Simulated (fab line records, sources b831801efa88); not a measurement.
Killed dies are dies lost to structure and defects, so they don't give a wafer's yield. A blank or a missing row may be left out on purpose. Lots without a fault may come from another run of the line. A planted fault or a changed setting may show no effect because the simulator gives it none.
Which tool did it? | flow gf180mcu | 12 lots, 35 wafers sampled, at 5 steps of a route of 602

WHAT THE GAUGES READ, wafer by wafer
GF_M4_RS_MEAS_05: measures by four-point-probe.
lot  | measured     | on            | M4_ALCU_RS (ohm/sq)
L643 | day 23 04:46 | film_metro-01 | 0.0704 0.0689 0.0695
L649 | day 25 08:26 | film_metro-02 | 0.0707 0.0713 0.0711
L652 | day 26 01:46 | film_metro-03 | 0.0701 0.0700 0.0690
L653 | day 26 10:39 | film_metro-01 | 0.0700 0.0697 0.0696
L655 | day 26 21:33 | film_metro-03 | 0.0701 0.0699 0.0699
L658 | day 28 00:28 | film_metro-01 | 0.0694 0.0692 0.0695
L659 | day 28 06:26 | film_metro-01 | 0.0697 0.0692 0.0690
L661 | day 28 18:02 | film_metro-02 | 0.0696 0.0704 0.0696
L662 | day 29 00:53 | film_metro-03 | 0.0698 0.0701 0.0702
L663 | day 29 01:16 | film_metro-01 | 0.0687 0.0688 0.0689
L664 | day 29 04:44 | film_metro-01 | 0.0697 0.0690
L665 | day 29 06:33 | film_metro-03 | 0.0691 0.0680 0.0681

GF_M4_OVL_MEAS_15.
lot  | measured     | on         | M4_OVL (nm)
L643 | day 24 03:27 | overlay-02 | 3 1 2
L649 | day 26 05:00 | overlay-01 | -1 -2 -1
L652 | day 26 22:10 | overlay-01 | -3 -2 -5
L653 | day 27 06:12 | overlay-02 | 11 -4 -1
L655 | day 27 18:16 | overlay-02 | -7 1 -4
L658 | day 28 20:16 | overlay-02 | 0 -8 3
L659 | day 29 01:28 | overlay-02 | 6 1 7
L661 | day 29 12:53 | overlay-02 | 4 -5 3
L662 | day 29 20:47 | overlay-01 | 3 -5 -2
L663 | day 29 20:50 | overlay-02 | 6 5 11
L664 | day 29 23:53 | overlay-01 | 4 -4
L665 | day 30 01:07 | overlay-01 | 1 -4 -7

GF_V4_THK_MEAS_01.
lot  | measured     | on            | V4_CVD_00_THK (nm)
L643 | day 24 04:15 | film_metro-01 | 599 606 611
L649 | day 26 05:55 | film_metro-01 | 295 598 297
L652 | day 26 23:02 | film_metro-02 | 601 597 586
L653 | day 27 06:59 | film_metro-04 | 601 288 606
L655 | day 27 19:03 | film_metro-04 | 605 590 592
L658 | day 28 21:05 | film_metro-04 | 594 606 594
L659 | day 29 02:19 | film_metro-02 | 605 606 586
L661 | day 29 13:40 | film_metro-02 | 604 595 599
L662 | day 29 21:34 | film_metro-01 | 609 600 614
L663 | day 29 21:37 | film_metro-04 | 599 603 607
L664 | day 30 00:40 | film_metro-04 | 600 605
L665 | day 30 01:54 | film_metro-02 | 592 599 601

WHICH TOOL RAN EACH LOT (tool, then ch and the chambers of the sampled wafers, then the start)
lot  | GF_V3_ETCH_16                      | GF_V4_CVD_00
L643 | rie_diel-02 ch 0,1,3, day 23 03:11 | hdpcvd-02 ch 0,1,2, day 24 04:11
L649 | rie_diel-03 ch 0,1,2, day 25 06:50 | hdpcvd-01 ch 0,2, day 26 05:51
L652 | rie_diel-04 ch 0,1, day 26 00:08   | hdpcvd-02 ch 0,1,2, day 26 22:58
L653 | rie_diel-02 ch 0,2, day 26 08:59   | hdpcvd-01 ch 0,1, day 27 06:54
L655 | rie_diel-03 ch 0,1,3, day 26 19:33 | hdpcvd-02 ch 0,1,2, day 27 18:59
L658 | rie_diel-03 ch 1,2,3, day 27 22:50 | hdpcvd-02 ch 0,1,2, day 28 21:01
L659 | rie_diel-02 ch 0,1,3, day 28 04:51 | hdpcvd-02 ch 0,1,2, day 29 02:15
L661 | rie_diel-02 ch 2,3, day 28 16:23   | hdpcvd-02 ch 0,1,2, day 29 13:36
L662 | rie_diel-02 ch 1,2, day 28 23:17   | hdpcvd-02 ch 1,2, day 29 21:29
L663 | rie_diel-03 ch 0,3, day 28 23:38   | hdpcvd-01 ch 0,2, day 29 21:31
L664 | rie_diel-02 ch 0,3, day 29 03:09   | hdpcvd-01 ch 2, day 30 00:35
L665 | rie_diel-03 ch 1,3, day 29 04:52   | hdpcvd-01 ch 0,1,2, day 30 01:50
- GF_V3_ETCH_16: etches BARC in N2/H2.
- GF_V4_CVD_00: deposits SiO2, target thk 600 nm, time 100 s.

WHAT THE TOOLS THEMSELVES READ (means of the sampled wafers that have a number; where no wafer has one, the mark that the record gives instead)
GF_V3_ETCH_16.
lot  | tool        | drypump_motor_current_A (A) | n2_flow_sccm (sccm) | oes_product_au (a.u.) | throttle_valve_pct (%)
L643 | rie_diel-02 | 5.4                         | 100.0               | 0.855                 | 13.226
L649 | rie_diel-03 | 5.8                         | 100.0               | 0.859                 | 13.222
L652 | rie_diel-04 | 5.8                         | 99.9                | 0.851                 | 13.229
L653 | rie_diel-02 | 5.1                         | 100.0               | 0.857                 | 13.233
L655 | rie_diel-03 | 6.0                         | 100.1               | 0.856                 | 13.222
L658 | rie_diel-03 | 5.8                         | 100.0               | 0.856                 | 13.229
L659 | rie_diel-02 | 5.4                         | 99.8                | 0.852                 | 13.220
L661 | rie_diel-02 | 5.4                         | 100.1               | 0.851                 | 13.228
L662 | rie_diel-02 | 5.7                         | 100.2               | 0.855                 | 13.227
L663 | rie_diel-03 | 5.9                         | 99.9                | 0.857                 | 13.226
L664 | rie_diel-02 | 5.1                         | 99.7                | 0.853                 | 13.226
L665 | rie_diel-03 | 6.2                         | 99.7                | 0.859                 | 13.226

GF_V4_CVD_00.
lot  | tool      | sih4_flow_sccm (sccm)
L643 | hdpcvd-02 | 60.16
L649 | hdpcvd-01 | 39.91
L652 | hdpcvd-02 | 60.07
L653 | hdpcvd-01 | 49.98
L655 | hdpcvd-02 | 60.01
L658 | hdpcvd-02 | 60.14
L659 | hdpcvd-02 | 59.88
L661 | hdpcvd-02 | 60.08
L662 | hdpcvd-02 | 59.97
L663 | hdpcvd-01 | 60.10
L664 | hdpcvd-01 | 60.09
L665 | hdpcvd-01 | 59.96

THE ANSWER, worked out from the rows above alone
Rule: what is usual is taken from the lots themselves. Put in order of their means at a reading, lots are off if they are a third of the lots or fewer, leave a main group of 4 or more, and stand apart from it by a gap of 3 or more times the standard deviation of the main group's means; of several such gaps the widest counts. A main group whose means are all the same, to the digits that the tables above print for the reading, isn't used. A lot without any number at a reading at which 4 lots or more have one is off too. The other lots that the step has rows for count as sound. The gauges are gone through in route order, then the tools' own readings, and for those a lot's mean is taken as printed above. The first step at which some lot is off is used, and at that step the reading that is off furthest; a lot without a number counts as furthest.
Off: L649, L653, at GF_V4_THK_MEAS_01 (V4_CVD_00_THK). The main group: mean 600 nm, standard deviation 4.
A tool fits if, at a process step before that reading, it ran every lot that is off, and no sound lot after the first of them. The gauges at GF_V4_THK_MEAS_01 aren't tried: what is off there is off at GF_V4_CVD_00 too, on other tools, and a gauge's error can't cause that. None of those tried fits.

WHAT THE SIMULATOR HAD PUT IN
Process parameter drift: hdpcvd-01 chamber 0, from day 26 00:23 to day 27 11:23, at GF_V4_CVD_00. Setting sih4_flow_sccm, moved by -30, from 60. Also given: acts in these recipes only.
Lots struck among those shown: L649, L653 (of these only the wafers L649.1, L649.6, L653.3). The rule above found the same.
